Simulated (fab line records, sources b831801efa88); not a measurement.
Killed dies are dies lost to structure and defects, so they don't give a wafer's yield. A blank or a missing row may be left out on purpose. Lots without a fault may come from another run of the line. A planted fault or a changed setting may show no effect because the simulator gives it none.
Which tool did it? | flow gf180mcu | 13 lots, 39 wafers sampled, at 2 steps of a route of 602

WHAT THE GAUGES READ, wafer by wafer
GF_V5_THK_MEAS_03.
lot  | measured     | on            | V5_CVD_02_THK (nm)
L356 | day 26 07:17 | film_metro-01 | 1440 1462 1474
L358 | day 27 01:01 | film_metro-01 | 1424 1437 1467
L360 | day 27 23:58 | film_metro-04 | 1427 1432 1459
L365 | day 30 02:04 | film_metro-01 | 1447 1436 1432
L366 | day 30 02:11 | film_metro-03 | 1440 1411 1449
L369 | day 30 20:43 | film_metro-01 | 1427 1404 1467
L370 | day 31 02:58 | film_metro-01 | 1448 1479 1481
L371 | day 31 02:49 | film_metro-03 | 1454 1443 1475
L372 | day 31 12:04 | film_metro-04 | 1446 1441 1455
L373 | day 31 17:53 | film_metro-01 | 1429 1478 1476
L375 | day 32 01:49 | film_metro-04 | 1437 1429 1464
L377 | day 32 13:35 | film_metro-03 | 1436 1426 1433
L378 | day 32 22:19 | film_metro-01 | 1439 1447 1443

WHICH TOOL RAN EACH LOT (tool, then ch and the chambers of the sampled wafers, then the start)
lot  | GF_MIM_SPUTTER_07
L356 | pvd_sputter-04, day 24 11:29
L358 | pvd_sputter-01, day 25 05:26
L360 | pvd_sputter-02, day 26 06:27
L365 | pvd_sputter-01, day 28 09:47
L366 | pvd_sputter-01, day 28 10:52
L369 | pvd_sputter-04, day 29 05:49
L370 | pvd_sputter-04, day 29 12:03
L371 | pvd_sputter-04, day 29 12:45
L372 | pvd_sputter-02, day 29 23:59
L373 | pvd_sputter-04, day 30 03:56
L375 | pvd_sputter-02, day 30 13:50
L377 | pvd_sputter-02, day 31 01:23
L378 | pvd_sputter-02, day 31 10:17
- GF_MIM_SPUTTER_07: material TiN, target thk 60 nm, time 50 s.

WHAT THE TOOLS THEMSELVES READ (means of the sampled wafers that have a number; where no wafer has one, the mark that the record gives instead)
GF_MIM_SPUTTER_07.
lot  | tool           | throttle_valve_pct (%)
L356 | pvd_sputter-04 | 29.2
L358 | pvd_sputter-01 | 29.2
L360 | pvd_sputter-02 | 29.7
L365 | pvd_sputter-01 | 29.6
L366 | pvd_sputter-01 | 29.7
L369 | pvd_sputter-04 | 29.4
L370 | pvd_sputter-04 | 29.4
L371 | pvd_sputter-04 | 29.5
L372 | pvd_sputter-02 | 29.6
L373 | pvd_sputter-04 | 29.6
L375 | pvd_sputter-02 | 29.7
L377 | pvd_sputter-02 | 29.5
L378 | pvd_sputter-02 | 29.7

THE ANSWER, worked out from the rows above alone
Rule: what is usual is taken from the lots themselves. Put in order of their means at a reading, lots are off if they are a third of the lots or fewer, leave a main group of 4 or more, and stand apart from it by a gap of 3 or more times the standard deviation of the main group's means; of several such gaps the widest counts. A main group whose means are all the same, to the digits that the tables above print for the reading, isn't used. A lot without any number at a reading at which 4 lots or more have one is off too. The other lots that the step has rows for count as sound. The gauges are gone through in route order, then the tools' own readings, and for those a lot's mean is taken as printed above. The first step at which some lot is off is used, and at that step the reading that is off furthest; a lot without a number counts as furthest.
No lot is off at any reading shown: from this, nothing can be told.

WHAT THE SIMULATOR HAD PUT IN
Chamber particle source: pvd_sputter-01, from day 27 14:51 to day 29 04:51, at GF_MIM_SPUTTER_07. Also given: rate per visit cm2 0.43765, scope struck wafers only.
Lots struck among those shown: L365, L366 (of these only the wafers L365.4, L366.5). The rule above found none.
